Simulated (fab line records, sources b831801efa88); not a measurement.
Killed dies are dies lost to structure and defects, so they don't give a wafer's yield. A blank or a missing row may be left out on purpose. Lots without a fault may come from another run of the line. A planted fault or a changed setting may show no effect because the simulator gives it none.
Which tool did it? | flow gf180mcu | 6 lots, 18 wafers sampled, at 3 steps of a route of 602

WHAT THE GAUGES READ, wafer by wafer
GF_VT_IMPLANT_RS_MEAS_47: measures by four-point-probe.
lot  | measured     | on            | NWELL_RS (ohm/sq)
L500 | day 8 03:05  | film_metro-03 | 486.5 485.9 486.6
L502 | day 8 16:16  | film_metro-03 | 485.9 487.6 486.5
L508 | day 10 09:56 | film_metro-03 | 475.4 475.7 474.7
L514 | day 11 22:36 | film_metro-03 | 489.3 489.1 489.6
L519 | day 13 13:01 | film_metro-04 | 489.1 489.6 488.2
L521 | day 13 23:18 | film_metro-04 | 489.1 488.8 490.5

WHICH TOOL RAN EACH LOT (tool, then ch and the chambers of the sampled wafers, then the start)
lot  | GF_NWELL_IMPLANT_08            | GF_VT_IMPLANT_STRIP_20
L500 | implanter-03 ch 0, day 3 17:27 | plasma_asher-02 ch 0,1, day 6 18:16
L502 | implanter-01 ch 0, day 4 05:14 | plasma_asher-03 ch 0,1, day 7 06:16
L508 | implanter-01 ch 0, day 5 14:58 | plasma_asher-02 ch 0,1, day 8 22:46
L514 | implanter-03 ch 0, day 6 21:01 | plasma_asher-03 ch 0,1, day 10 09:37
L519 | implanter-03 ch 0, day 8 03:47 | plasma_asher-02 ch 0,1, day 11 21:52
L521 | implanter-01 ch 0, day 8 12:55 | plasma_asher-01 ch 0,1, day 12 07:43
- GF_NWELL_IMPLANT_08
- GF_VT_IMPLANT_STRIP_20: strips in O2/N2.

THE ANSWER, worked out from the rows above alone
Rule: what is usual is taken from the lots themselves. Put in order of their means at a reading, lots are off if they are a third of the lots or fewer, leave a main group of 4 or more, and stand apart from it by a gap of 3 or more times the standard deviation of the main group's means; of several such gaps the widest counts. A main group whose means are all the same, to the digits that the tables above print for the reading, isn't used. A lot without any number at a reading at which 4 lots or more have one is off too. The other lots that the step has rows for count as sound.
Off: L508, at GF_VT_IMPLANT_RS_MEAS_47 (NWELL_RS). The main group: mean 488.2 ohm/sq, standard deviation 1.4.
A tool fits if, at a process step before that reading, it ran every lot that is off, and no sound lot after the first of them. The gauges at GF_VT_IMPLANT_RS_MEAS_47 are tried like those tools. None of those tried fits.

WHAT THE SIMULATOR HAD PUT IN
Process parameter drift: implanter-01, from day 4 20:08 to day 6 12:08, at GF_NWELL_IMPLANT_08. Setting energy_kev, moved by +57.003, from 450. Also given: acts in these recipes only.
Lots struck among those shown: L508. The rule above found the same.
